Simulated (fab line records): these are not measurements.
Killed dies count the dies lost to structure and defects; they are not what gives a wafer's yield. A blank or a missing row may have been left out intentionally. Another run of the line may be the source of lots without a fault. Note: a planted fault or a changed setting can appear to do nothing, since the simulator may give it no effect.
2 desks, one fault -- flow gf180mcu -- each desk has only its own numbers; what lay behind them comes last

## METROLOGY DESK
Means of the sampled wafers that have a number, per lot and without regard to the tool the lot ran on: this is what the gauges read. Any lot whose mean is over 4 standard deviations away from the usual mean is out of limits and marked OUT; that distance is given in the brackets.
Columns: A = MVSD_TW at GF_MVSD_TW_MEAS_11, usual 1572; B = MVSD_RS at GF_VT_IMPLANT_RS_MEAS_46, usual 456.8 ohm/sq; C = SALICIDE_TIN_THK at GF_SALICIDE_THK_MEAS_05, usual 19.79 nm; D = CONTACT_CVD_02_THK at GF_CONTACT_THK_MEAS_03, usual 861 nm
lot,first seen here,A,B,C,D
L438,day 4 12:10,1561,455.7,19.97,853
L439,day 4 20:18,1559,456.5,19.35,869
L440,day 5 00:23,1564,456.0,20.02,871
L441,day 5 05:01,1573,456.8,19.54,852
L442,day 5 12:00,1565,457.7,19.76,854
L443,day 5 17:29,1573,457.4,19.55,853
L446,day 6 11:39,1262 (-24) OUT,697.6 (+99 or more) OUT,19.81,857
L448,day 6 20:50,1270 (-23) OUT,698.5 (+99 or more) OUT,19.83,857
L455,day 8 14:56,1557,458.0,19.74,859
L456,day 8 18:32,1573,458.2,19.43,857
L457,day 9 01:01,1602,456.5,19.89,848
L458,day 9 07:02,1583,454.6,19.78,871
L459,day 9 13:25,1559,457.2,19.72,856
This desk reports L446, L448 out of limits; the earliest was L446 at day 6 11:39 (MVSD_TW at GF_MVSD_TW_MEAS_11). Within limits: L438, L439, L440, L441, L442, L443, L455, L456, L457, L458, L459.

## THE TOOL OWNER'S DESK: implanter-01
The tool's own readings at GF_MVSD_IMPLANT_08, given as means over the sampled wafers that have a number, one for each lot that went through this tool. Any lot whose mean is over 4 standard deviations away from the usual mean is out of limits and marked OUT; that distance is given in the brackets.
Columns: A = dose-ions-cm2 at GF_MVSD_IMPLANT_08, usual 1.6001e+13; B = faraday-current-uA at GF_MVSD_IMPLANT_08, usual 90.2
lot,first seen here,A,B
L438,day 4 11:47,1.5999e+13,89.6
L439,day 4 19:56,1.6006e+13,89.4
L442,day 5 11:36,1.6016e+13,90.3
L446,day 6 11:15,6.7703e+12 (-99 or more) OUT,38.1 (-29) OUT
L448,day 6 20:26,6.7643e+12 (-99 or more) OUT,39.0 (-28) OUT
Finding of this desk: L446, L448 out of limits; the first was L446 at day 6 11:15, on dose-ions-cm2 at GF_MVSD_IMPLANT_08. Within limits: L438, L439, L442.

## PUT TOGETHER
The tool owner's desk could have raised an alarm at day 6 11:15, on L446, L448.
The metrology desk could have raised an alarm at day 6 11:39, on L446, L448.
GF_MVSD_IMPLANT_08 was run on implanter-01 by each of the lots named.

## WHAT THE SIMULATOR HAD PUT IN
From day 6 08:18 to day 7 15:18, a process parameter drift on implanter-01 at GF_MVSD_IMPLANT_08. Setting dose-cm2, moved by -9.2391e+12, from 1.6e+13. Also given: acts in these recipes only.
Lots struck among those shown: L446, L448.
Hours from the fault's start to each desk's first reading out of limits: the tool owner's desk, 3; the metrology desk, 3.
